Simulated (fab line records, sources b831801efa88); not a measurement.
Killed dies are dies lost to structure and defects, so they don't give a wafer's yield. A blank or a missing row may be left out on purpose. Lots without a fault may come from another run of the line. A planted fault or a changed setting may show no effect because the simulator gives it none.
A sampling plan put to the test | flow sky130 | one fab line, 18 faults that these records tell of, each judged on the records of the lots that it struck
The plan is the line's own looks: the steps of the route at which a gauge or an inspection reads the wafer and doesn't change it. A look can be judged if struck wafers have a number there and the file gives its usual mean and standard deviation on fault-free wafers. Caught: at a look after the fault's first step, the mean of the struck wafers lies 4 or more of those standard deviations (sigma) from the usual mean. On the tool: the same test on the tool's own readings at the fault's steps. Another recipe on the struck wafers, or a record that is blank for them alone, also counts as caught.

THE FAULTS, as the simulator had put them in
1. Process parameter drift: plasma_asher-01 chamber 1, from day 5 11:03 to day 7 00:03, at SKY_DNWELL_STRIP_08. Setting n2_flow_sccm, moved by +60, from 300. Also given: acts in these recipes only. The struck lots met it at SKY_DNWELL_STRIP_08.
2. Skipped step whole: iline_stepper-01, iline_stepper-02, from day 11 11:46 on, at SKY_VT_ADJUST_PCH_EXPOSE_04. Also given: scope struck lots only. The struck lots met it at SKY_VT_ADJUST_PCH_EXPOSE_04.
3. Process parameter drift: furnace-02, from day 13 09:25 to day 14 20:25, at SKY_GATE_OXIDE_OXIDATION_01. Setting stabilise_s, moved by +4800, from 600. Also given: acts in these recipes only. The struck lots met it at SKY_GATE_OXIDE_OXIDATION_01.
4. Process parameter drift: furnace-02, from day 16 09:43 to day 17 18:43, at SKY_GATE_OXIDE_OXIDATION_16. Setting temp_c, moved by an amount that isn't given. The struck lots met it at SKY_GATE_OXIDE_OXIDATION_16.
5. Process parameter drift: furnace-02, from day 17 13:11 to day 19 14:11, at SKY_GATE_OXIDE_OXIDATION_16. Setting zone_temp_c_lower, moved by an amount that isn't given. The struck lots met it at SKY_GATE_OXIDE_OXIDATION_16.
6. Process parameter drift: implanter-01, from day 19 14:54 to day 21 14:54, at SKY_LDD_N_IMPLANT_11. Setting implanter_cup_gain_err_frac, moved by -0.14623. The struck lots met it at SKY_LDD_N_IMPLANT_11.
7. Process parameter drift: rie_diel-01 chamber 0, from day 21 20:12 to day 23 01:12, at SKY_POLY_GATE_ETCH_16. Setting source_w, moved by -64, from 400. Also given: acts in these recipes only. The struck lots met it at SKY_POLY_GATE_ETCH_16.
8. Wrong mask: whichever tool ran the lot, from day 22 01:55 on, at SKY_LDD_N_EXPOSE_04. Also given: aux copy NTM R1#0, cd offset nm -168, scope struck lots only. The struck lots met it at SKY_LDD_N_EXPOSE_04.
9. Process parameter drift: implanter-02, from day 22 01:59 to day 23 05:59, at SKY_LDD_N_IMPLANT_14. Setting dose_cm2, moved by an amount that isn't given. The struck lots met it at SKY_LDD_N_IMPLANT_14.
10. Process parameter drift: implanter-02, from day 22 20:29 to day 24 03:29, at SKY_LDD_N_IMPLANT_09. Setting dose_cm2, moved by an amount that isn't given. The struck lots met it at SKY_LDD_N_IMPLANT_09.
11. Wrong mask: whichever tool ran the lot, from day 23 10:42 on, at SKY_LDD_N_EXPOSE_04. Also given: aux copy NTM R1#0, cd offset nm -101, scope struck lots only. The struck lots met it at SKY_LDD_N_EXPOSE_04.
12. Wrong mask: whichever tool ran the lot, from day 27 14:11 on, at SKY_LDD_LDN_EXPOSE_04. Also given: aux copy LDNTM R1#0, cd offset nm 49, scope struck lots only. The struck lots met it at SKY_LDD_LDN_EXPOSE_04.
13. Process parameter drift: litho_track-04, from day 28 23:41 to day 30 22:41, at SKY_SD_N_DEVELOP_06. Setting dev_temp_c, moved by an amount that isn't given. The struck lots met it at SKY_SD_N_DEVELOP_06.
14. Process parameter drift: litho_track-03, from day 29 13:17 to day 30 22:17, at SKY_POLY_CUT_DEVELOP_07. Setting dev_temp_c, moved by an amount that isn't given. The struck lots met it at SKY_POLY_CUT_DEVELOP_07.
15. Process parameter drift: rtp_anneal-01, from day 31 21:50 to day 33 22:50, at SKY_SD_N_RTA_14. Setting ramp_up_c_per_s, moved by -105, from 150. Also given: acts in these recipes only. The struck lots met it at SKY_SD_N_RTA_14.
16. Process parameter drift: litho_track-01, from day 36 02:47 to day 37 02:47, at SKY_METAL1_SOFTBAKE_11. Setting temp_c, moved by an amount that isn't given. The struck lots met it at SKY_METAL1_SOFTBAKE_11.
17. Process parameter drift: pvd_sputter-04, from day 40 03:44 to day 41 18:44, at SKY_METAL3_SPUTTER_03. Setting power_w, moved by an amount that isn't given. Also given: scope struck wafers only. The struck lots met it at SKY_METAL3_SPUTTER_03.
18. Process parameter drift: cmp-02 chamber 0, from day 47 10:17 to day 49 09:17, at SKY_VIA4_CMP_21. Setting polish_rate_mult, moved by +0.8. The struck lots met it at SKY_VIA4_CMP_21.

WHAT THE PLAN SAW
fault | on the tool itself                     | first look that catches it                      | reading, sigma                                              | median hours from its first step to that look | hours from the fault's start to the first struck lot there | judged looks passed uncaught
1     | n2_flow_sccm +74 sigma                 | not the one look that can be judged after it    | -                                                           | -                                             | -                                                          | 1
2     | no reading that can be judged          | no look after it can be judged                  | -                                                           | -                                             | -                                                          | 0
3     | under 2 sigma                          | none of the 2 looks that can be judged after it | -                                                           | -                                             | -                                                          | 2
4     | tube_center_temp_C -99 or beyond sigma | none of the 2 looks that can be judged after it | -                                                           | -                                             | -                                                          | 2
5     | spike_tc_lower_C -28 sigma             | no look after it can be judged                  | -                                                           | -                                             | -                                                          | 0
6     | beam_on_s +8.8 sigma                   | not the one look that can be judged after it    | -                                                           | -                                             | -                                                          | 1
7     | rf_fwd_power_W -44 sigma               | none of the 2 looks that can be judged after it | strongest: cd_nm at SKY_LOCAL_INTERCONNECT_CD_MEAS_11, +2.1 | -                                             | -                                                          | 2
8     | under 2 sigma                          | no look after it can be judged                  | -                                                           | -                                             | -                                                          | 0
9     | dose_ions_cm2 +99 or beyond sigma      | no look after it can be judged                  | -                                                           | -                                             | -                                                          | 0
10    | dose_ions_cm2 -99 or beyond sigma      | none of the 2 looks that can be judged after it | -                                                           | -                                             | -                                                          | 2
11    | no reading that can be judged          | none of the 2 looks that can be judged after it | -                                                           | -                                             | -                                                          | 2
12    | under 2 sigma                          | none of the 2 looks that can be judged after it | -                                                           | -                                             | -                                                          | 2
13    | developer_temp_C -8.9 sigma            | none of the 3 looks that can be judged after it | -                                                           | -                                             | -                                                          | 3
14    | developer_temp_C -8.8 sigma            | not the one look that can be judged after it    | -                                                           | -                                             | -                                                          | 1
15    | ramp_up_c_per_s -99 or beyond sigma    | none of the 2 looks that can be judged after it | -                                                           | -                                             | -                                                          | 2
16    | plate_temp_C -5.3 sigma                | no look after it can be judged                  | -                                                           | -                                             | -                                                          | 0
17    | cathode_dc_power_W -99 or beyond sigma | no look after it can be judged                  | -                                                           | -                                             | -                                                          | 0
18    | time_to_endpoint_s -16 sigma           | no look after it can be judged                  | -                                                           | -                                             | -                                                          | 0
A dash: the fault isn't caught, or these records don't give the number.

Caught at a look: 0 of 18. Caught on the tool: 13 of 18. By one or the other: 13 of 18.
Caught on the tool alone: faults 1, 4, 5, 6, 7, 9, 10, 13, 14, 15, 16, 17, 18.
Caught by neither: faults 2, 3, 8, 11, 12.
